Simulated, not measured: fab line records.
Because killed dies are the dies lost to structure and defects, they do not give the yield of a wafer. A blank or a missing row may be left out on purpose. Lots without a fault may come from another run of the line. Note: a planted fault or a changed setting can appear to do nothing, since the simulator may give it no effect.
What tool caused it? | flow sfq-line | 14 lots with 42 wafers sampled at 4 steps, on a route of 325 steps

## WHAT EACH GAUGE READ, for each wafer
SFQ_I1_OVL_MEAS_913. Usual: I1_OVL typically reads 2 nm, with standard deviation 5.2.
lot  | measured     | on         | I1_OVL (nm) | flag
L851 | day 23 18:18 | overlay-01 | 2 1 -1      |
L853 | day 24 09:54 | overlay-02 | 7 3 14      |
L855 | day 24 23:06 | overlay-01 | 6 6 3       |
L856 | day 25 14:42 | overlay-02 | 1 5 9       |
L857 | day 25 21:54 | overlay-02 | 13 9 9      |
L859 | day 27 00:18 | overlay-02 | 3 6 3       |
L860 | day 27 12:25 | overlay-01 | -2 1 -3     |
L863 | day 29 22:35 | overlay-01 | 5 6 11      |
L865 | day 30 13:00 | overlay-01 | 5 2 7       |
L870 | day 31 02:12 | overlay-02 | 2 -6 -6     |
L871 | day 31 03:24 | overlay-02 | -8 -5 -4    |
L872 | day 31 06:59 | overlay-01 | -1 -6 -4    |
L873 | day 31 09:24 | overlay-01 | 1 -2 0      |
L874 | day 33 22:45 | overlay-01 | 1 7 -4      |

## TOOL THAT RAN EACH LOT (tool first, then ch and the chambers of the sampled wafers, then the start)
lot  | SFQ_TRILAYER_L0_VIA_STRIP_STRIP_017 | SFQ_TRILAYER_M0_LITHO_COAT_021    | SFQ_TRILAYER_M0_BARC_OPEN_METAL_ETCH_031
L851 | rie-metal-03 ch 0, day 5 05:01      | litho-track-03 ch 0, day 5 06:50  | rie-metal-04 ch 0,1, day 7 15:32
L853 | rie-metal-01 ch 0,1, day 5 09:37    | litho-track-03 ch 0, day 5 10:59  | rie-metal-01 ch 1, day 7 23:56
L855 | rie-metal-04 ch 0,1, day 5 15:37    | litho-track-02 ch 0, day 5 16:59  | rie-metal-04 ch 0,1, day 8 13:16
L856 | rie-metal-01 ch 0,1, day 5 19:13    | litho-track-03 ch 0, day 5 20:35  | rie-metal-01 ch 0,1, day 8 20:28
L857 | rie-metal-03 ch 0, day 5 20:37      | litho-track-02 ch 0, day 5 22:26  | rie-metal-01 ch 0,1, day 9 01:16
L859 | rie-metal-01 ch 0, day 6 06:14      | litho-track-03 ch 0, day 6 07:36  | rie-metal-01 ch 1, day 9 20:28
L860 | rie-metal-03 ch 0, day 6 11:02      | litho-track-03 ch 0, day 6 13:00  | rie-metal-01 ch 0,1, day 10 06:04
L863 | rie-metal-01 ch 0, day 7 08:26      | litho-track-03 ch 0, day 7 09:49  | rie-metal-04 ch 0,1, day 11 20:25
L865 | rie-metal-03 ch 0,1, day 8 02:26    | litho-track-03 ch 0, day 8 03:52  | rie-metal-04 ch 0,1, day 12 10:49
L870 | rie-metal-01 ch 0,1, day 12 15:54   | litho-track-02 ch 0, day 12 17:11 | rie-metal-01 ch 0,1, day 13 23:04
L871 | rie-metal-04 ch 0,1, day 13 01:26   | litho-track-02 ch 0, day 13 03:05 | rie-metal-01 ch 0,1, day 14 01:28
L872 | rie-metal-01 ch 0,1, day 13 14:13   | litho-track-03 ch 0, day 13 15:36 | rie-metal-04 ch 1, day 14 06:14
L873 | rie-metal-01 ch 0,1, day 13 21:25   | litho-track-03 ch 0, day 13 22:51 | rie-metal-02 ch 0,1, day 14 07:59
L874 | rie-metal-03 ch 0,1, day 14 10:29   | litho-track-02 ch 0, day 14 11:51 | rie-metal-01 ch 0,1, day 19 17:22
- SFQ_TRILAYER_L0_VIA_STRIP_STRIP_017: strips in O2.
- SFQ_TRILAYER_M0_LITHO_COAT_021: resist thk 600 nm.
- SFQ_TRILAYER_M0_BARC_OPEN_METAL_ETCH_031: etches BARC in O2, target depth 125 nm, time 41.7 s.

## AS READ BY THE TOOLS THEMSELVES (means over the sampled wafers that have a number; for cases with no such wafer, the mark the record gives instead)
SFQ_TRILAYER_L0_VIA_STRIP_STRIP_017. Usual: drypump-motor-current-A 5.5 A, standard deviation 0.46; oes-product-au 0.998 a.u., standard deviation 0.008.
lot  | tool         | drypump-motor-current-A (A) | oes-product-au (a.u.) | flag
L851 | rie-metal-03 | 5.0                         | 1.004                 |
L853 | rie-metal-01 | 5.9                         | 0.996                 |
L855 | rie-metal-04 | 5.1                         | 1.000                 |
L856 | rie-metal-01 | 5.9                         | 0.990                 |
L857 | rie-metal-03 | 4.9                         | 0.995                 |
L859 | rie-metal-01 | 6.0                         | 0.994                 |
L860 | rie-metal-03 | 4.9                         | 1.007                 |
L863 | rie-metal-01 | 6.0                         | 0.985                 |
L865 | rie-metal-03 | 5.8                         | 1.001                 |
L870 | rie-metal-01 | 5.9                         | 1.006                 |
L871 | rie-metal-04 | 5.1                         | 0.991                 |
L872 | rie-metal-01 | 5.9                         | 0.999                 |
L873 | rie-metal-01 | 5.9                         | 1.000                 |
L874 | rie-metal-03 | 5.4                         | 1.005                 |

SFQ_TRILAYER_M0_LITHO_COAT_021. Usual: spin-speed-rpm reads 2999.8 rpm (standard deviation 2.1).
lot  | tool           | spin-speed-rpm (rpm) | flag
L851 | litho-track-03 | 2998.4               |
L853 | litho-track-03 | 3000.1               |
L855 | litho-track-02 | 2998.6               |
L856 | litho-track-03 | 2997.8               |
L857 | litho-track-02 | 2998.6               |
L859 | litho-track-03 | 3001.0               |
L860 | litho-track-03 | 3000.1               |
L863 | litho-track-03 | 2932.0               | OFF
L865 | litho-track-03 | 2929.2               | OFF
L870 | litho-track-02 | 3002.4               |
L871 | litho-track-02 | 2999.8               |
L872 | litho-track-03 | 3001.9               |
L873 | litho-track-03 | 2999.2               |
L874 | litho-track-02 | 2997.6               |

SFQ_TRILAYER_M0_BARC_OPEN_METAL_ETCH_031. Usual: drypump-motor-current-A 5.4 A, standard deviation 0.46; oes-product-au 0.685 a.u., standard deviation 0.004.
lot  | tool         | drypump-motor-current-A (A) | oes-product-au (a.u.) | flag
L851 | rie-metal-04 | 5.1                         | 0.684                 |
L853 | rie-metal-01 | 5.8                         | 0.687                 |
L855 | rie-metal-04 | 5.2                         | 0.687                 |
L856 | rie-metal-01 | 5.9                         | 0.682                 |
L857 | rie-metal-01 | 5.9                         | 0.682                 |
L859 | rie-metal-01 | 5.8                         | 0.685                 |
L860 | rie-metal-01 | 6.0                         | 0.686                 |
L863 | rie-metal-04 | 5.1                         | 0.685                 |
L865 | rie-metal-04 | 5.2                         | 0.683                 |
L870 | rie-metal-01 | 6.0                         | 0.686                 |
L871 | rie-metal-01 | 5.9                         | 0.691                 |
L872 | rie-metal-04 | 5.0                         | 0.683                 |
L873 | rie-metal-02 | 5.4                         | 0.688                 |
L874 | rie-metal-01 | 5.9                         | 0.685                 |

## THE ANSWER, worked out from the rows above alone
Rule: lot off if the mean of its wafers having a number is beyond 3 standard deviations from the usual mean. Also off: a lot with no number at a reading for which 4 or more lots have one. Where the step has rows for the other lots, those lots are counted as sound. The gauges are gone through in route order, then the tools' own readings, and for those a lot's mean is taken as printed above. At the first step where some lot is off, the reading lying furthest off is the one used; lots without a number count as furthest.
Off, at SFQ_TRILAYER_M0_LITHO_COAT_021 on spin-speed-rpm: L863, L865.
A tool fits if, at that step or a process step before it, it ran every lot that is off, and no sound lot after the first of them. No candidate that was tried fits.

## WHAT HAD BEEN PUT IN BY THE SIMULATOR
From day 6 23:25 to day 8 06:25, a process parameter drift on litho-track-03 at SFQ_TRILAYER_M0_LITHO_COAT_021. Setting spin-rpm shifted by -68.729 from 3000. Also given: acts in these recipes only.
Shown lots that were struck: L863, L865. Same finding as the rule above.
